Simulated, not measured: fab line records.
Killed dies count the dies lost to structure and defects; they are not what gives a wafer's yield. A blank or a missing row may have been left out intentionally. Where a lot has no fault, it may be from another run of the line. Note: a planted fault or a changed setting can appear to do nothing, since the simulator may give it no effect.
Comparing a struck lot with a sound one    flow gf180mcu    20 steps out of a route of 602
Sound: these wafers, L281.1, L281.5, L281.6. Wafers L293.2, L293.3, L293.5 were the ones struck. The cause comes at the end.
Per side, at each step with rows, come the tool, then ch with its chambers, and then its first start. Under that, the readings that differ: sound wafers    struck wafers    difference of the means    sigmas: that difference in standard deviations of wafers without a fault.
alike: readings with means less than 2 such deviations apart, plus words and numbers identical on both sides. not compared: withheld readings, readings lacking a value on some wafer, bounds such as >300 that could conceal the same value, and numbers that have no deviation in the record and whose values overlap.
The two part at a step that has a row with sigmas, a row that says differs or no value, or rows on one side only. Non-overlapping numbers with no deviation appear without sigmas and do not part them. Lack of a reading on every wafer of one side parts them only where that side has two or more wafers.

first, 6 steps without rows for these wafers: GF_M3_HMDS_08 (prime time 60 s); GF_M3_COAT_09 (resist thk 1000 nm); GF_M3_SOFTBAKE_10 (time 60 s); GF_M3_EXPOSE_11 (exposes mask Metal3, target cd 280 nm); GF_M3_PEB_12 (peb time 90 s); GF_M3_DEVELOP_13 (develop time 60 s).
GF_M3_CD_MEAS_14: the cd target is 280 nm.
  struck on cd_sem-01, day 25 21:58; sound on cd_sem-02, day 21 06:39
  alike: cd_nm
GF_M3_OVL_MEAS_15:
  struck on overlay-01, day 25 22:04; sound on overlay-02, day 21 06:46
  alike: M3_OVL
GF_M3_METAL_ETCH_16: etches the open film in Cl2/BCl3, stops on SiO2, target depth 627.5 nm, time 104.6 s.
  sound on rie_metal-01 ch 0,1, day 21 06:49; struck on rie_metal-03 ch 0,1, day 25 22:05
  alike: drypump_motor_current_A, oes_product_au, throttle_valve_pct
  not compared: rf_hours_counter_h
GF_M3_STRIP_17: strips in O2/N2.
  sound on plasma_asher-02 ch 0,1, day 21 06:55; struck on plasma_asher-03 ch 0,1, day 25 22:13
  alike: drypump_motor_current_A, heater_power_w, oes_product_au, strip_time_to_endpoint_s
  not compared: rf_hours_counter_h
then, 2 steps without rows for these wafers: GF_M3_STRIP_18 (strips in post etch residue remover, time 1200 s); GF_M3_CLEAN_19 (cleans in DIW).
GF_V3_CVD_00: deposits SiO2, target thk 600 nm, time 100 s.
  sound on hdpcvd-01 ch 1,2, day 21 07:27; struck on hdpcvd-01 ch 0,1,2, day 25 23:02
GF_V3_THK_MEAS_01:
  struck on film_metro-02, day 25 23:11; sound on film_metro-04, day 21 07:31
reading             sound        struck          difference  sigmas
V3_CVD_00_THK (nm)  582 585 613  1204 1202 1186  +604        +79
GF_V3_CVD_02: deposits SiO2 from TEOS, target thk 850 nm, time 94.851 s.
  sound on pecvd-04 ch 0,2, day 21 07:35; struck on pecvd-04 ch 0,2, day 25 23:14
  alike: heater_power_outer_w, heater_power_w
GF_V3_THK_MEAS_03:
  struck on film_metro-03, day 25 23:20; sound on film_metro-03, day 21 07:39
  alike: V3_CVD_02_THK
GF_V3_CMP_04: polishes SiO2.
  sound on cmp-01 ch 2,3, day 21 07:43; struck on cmp-02 ch 2,3, day 25 23:23
  alike: motor_current_A, slurry_flow_ml_min, time_to_endpoint_s
GF_V3_BOW_MEAS_05:
  struck on film_metro-04, day 25 23:54; sound on film_metro-04, day 21 08:01
reading      sound       struck       difference  sigmas
V3_BOW (um)  98 105 115  143 146 136  +36         +4
then, 1 step without rows for these wafers: GF_V3_DEHYDRATE_06 (time 60 s).
-- the record jumps here: 7 days lie between the struck wafers' starts before and after (it left off in module V3 and takes up again in module PASSIVATION, whose first step shown is number 602 of the route) --
GF_PASSIVATION_PROBE_99:
  rows exist in the record for the struck wafers here (prober-01, day 32 17:55), but not for the sound ones

== WHERE THEY PART ==
At GF_V3_THK_MEAS_01 first; at GF_PASSIVATION_PROBE_99 last (within this record only).

WHY: whatever the simulator had introduced
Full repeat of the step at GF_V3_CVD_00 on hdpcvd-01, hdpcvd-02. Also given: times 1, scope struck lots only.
